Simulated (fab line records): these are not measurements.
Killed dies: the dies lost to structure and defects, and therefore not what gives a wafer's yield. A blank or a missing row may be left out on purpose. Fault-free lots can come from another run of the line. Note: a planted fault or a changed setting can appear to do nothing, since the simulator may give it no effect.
Which tool is to blame?	flow sky130	13 lots, 39 wafers sampled, at 4 steps of a route of 708

## WHAT THE GAUGES READ, wafer by wafer
SKY_LDD_LDN_TW_MEAS_13.
lot	measured	on	LDD_LDN_TW
L956	day 22 18:49	film_metro-02	1481 1469 1479
L958	day 23 18:38	film_metro-04	1485 1475 1476
L959	day 23 22:35	film_metro-04	1475 1480 1478
L960	day 24 03:40	film_metro-04	1485 1489 1488
L961	day 25 03:35	film_metro-04	1490 1484 1487
L964	day 26 08:23	film_metro-01	1492 1489 1479
L965	day 26 10:16	film_metro-02	1481 1482 1482
L966	day 26 11:58	film_metro-02	1487 1486 1487
L967	day 26 19:17	film_metro-01	1482 1475 1484
L968	day 27 10:10	film_metro-02	1495 1484 1492
L976	day 30 11:47	film_metro-04	1488 1490 1488
L978	day 31 07:05	film_metro-04	1493 1476 1483
L979	day 31 11:52	film_metro-04	1481 1482 1481

SKY_POLY_CUT_CD_MEAS_08: the cd target is 270 nm.
lot	measured	on	cd_nm (nm)
L956	day 24 04:17	cd_sem-02	270.7 269.9 271.1
L958	day 25 01:38	cd_sem-01	268.7 268.5 267.9
L959	day 25 07:21	cd_sem-01	269.8 269.5 269.9
L960	day 25 11:44	cd_sem-01	272.0 275.0 274.9
L961	day 26 10:54	cd_sem-02	271.4 271.5 270.5
L964	day 27 14:22	cd_sem-02	270.8 269.9 271.0
L965	day 27 16:47	cd_sem-02	268.8 269.6 270.4
L966	day 27 19:13	cd_sem-01	273.2 272.4 272.0
L967	day 28 02:17	cd_sem-01	269.2 269.7 270.7
L968	day 28 17:20	cd_sem-01	268.2 267.3 267.4
L976	day 31 18:09	cd_sem-01	271.1 268.7 271.3
L978	day 32 13:06	cd_sem-02	270.6 271.4 270.0
L979	day 32 18:10	cd_sem-01	271.7 271.9 271.3

SKY_SD_N_OVL_MEAS_08.
lot	measured	on	SD_N_OVL (nm)
L956	day 27 20:19	overlay-02	-1.3 -1.8 -1.4
L958	day 28 16:13	overlay-02	-2.7 -0.9 0.5
L959	day 28 23:19	overlay-01	-0.3 -0.2 0.5
L960	day 29 03:16	overlay-01	1.4 2.8 2.4
L961	day 30 00:25	overlay-01	-91.2 -88.8 -90.1
L964	day 31 01:43	overlay-02	0.2 2.2 -0.2
L965	day 31 04:24	overlay-01	-88.5 -90.3 -90.2
L966	day 31 07:45	overlay-01	-91.0 -90.5 -90.5
L967	day 31 14:16	overlay-02	1.5 -0.7 1.3
L968	day 32 03:52	overlay-01	-91.4 -90.5 -88.3
L976	day 35 03:19	overlay-02	-2.5 0.0 0.0
L978	day 35 22:40	overlay-01	1.7 2.6 1.1
L979	day 36 03:31	overlay-01	1.6 -0.3 2.3

## TOOL THAT RAN EACH LOT (tool first, then ch and the chambers of the sampled wafers, then the start)
lot	SKY_SD_N_EXPOSE_04
L956	iline_stepper-01 ch 0, day 27 06:34
L958	iline_stepper-01 ch 0, day 28 00:15
L959	iline_stepper-02 ch 0, day 28 07:56
L960	iline_stepper-01 ch 0, day 28 14:26
L961	iline_stepper-01 ch 0, day 29 09:08
L964	iline_stepper-02 ch 0, day 30 11:40
L965	iline_stepper-01 ch 0, day 30 13:43
L966	iline_stepper-01 ch 0, day 30 16:20
L967	iline_stepper-02 ch 0, day 31 01:29
L968	iline_stepper-01 ch 0, day 31 14:04
L976	iline_stepper-02 ch 0, day 34 15:05
L978	iline_stepper-02 ch 0, day 35 07:33
L979	iline_stepper-02 ch 0, day 35 13:06
- SKY_SD_N_EXPOSE_04: exposes mask NSDM, target cd 380 nm.

## AS READ BY THE TOOLS THEMSELVES (means over the sampled wafers that have a number; for cases with no such wafer, the mark the record gives instead)
SKY_SD_N_EXPOSE_04.
lot	tool	focus_offset_nm (nm)
L956	iline_stepper-01	-0.6
L958	iline_stepper-01	-0.1
L959	iline_stepper-02	-0.4
L960	iline_stepper-01	-0.8
L961	iline_stepper-01	-1.0
L964	iline_stepper-02	0.5
L965	iline_stepper-01	-0.7
L966	iline_stepper-01	0.3
L967	iline_stepper-02	-0.1
L968	iline_stepper-01	0.3
L976	iline_stepper-02	-0.2
L978	iline_stepper-02	0.0
L979	iline_stepper-02	0.3

## THE ANSWER, worked out from the rows above alone
Rule: the lots themselves supply what counts as usual. Put in order of their means at a reading, lots are off if they are a third of the lots or fewer, leave a main group of 4 or more, and stand apart from it by a gap of 3 or more times the standard deviation of the main group's means; of several such gaps the widest counts. A main group is skipped when, at the precision printed for the reading in the tables above, its means are all equal. A lot without any number at a reading at which 4 lots or more have one is off too. Any other lot the step has rows for is counted as sound. The gauges are gone through in route order, then the tools' own readings, and for those a lot's mean is taken as printed above. The first step at which some lot is off is used, and at that step the reading that is off furthest; a lot without a number counts as furthest.
Off: L961, L965, L966, L968, seen at SKY_SD_N_OVL_MEAS_08 (SD_N_OVL). Mean 0.4 nm and standard deviation 1.2 in the main group.
If a tool, at a process step before that reading, ran all the lots that are off and no sound lot after the first of them, it fits. Those tools and the gauges at SKY_SD_N_OVL_MEAS_08 are tried in the same way. One fits: iline_stepper-01 at SKY_SD_N_EXPOSE_04. A fault onset in the window from L960 (day 28 14:26, its last sound lot) to L961 (day 29 09:08, its first lot off) fits.

## WHAT WAS PUT IN BY THE SIMULATOR
Scanner matching overlay: iline_stepper-01, from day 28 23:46 on, at SKY_SD_N_EXPOSE_04. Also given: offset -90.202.
Struck lots among those shown: L961, L965, L966, L968. The rule given above showed the same thing.
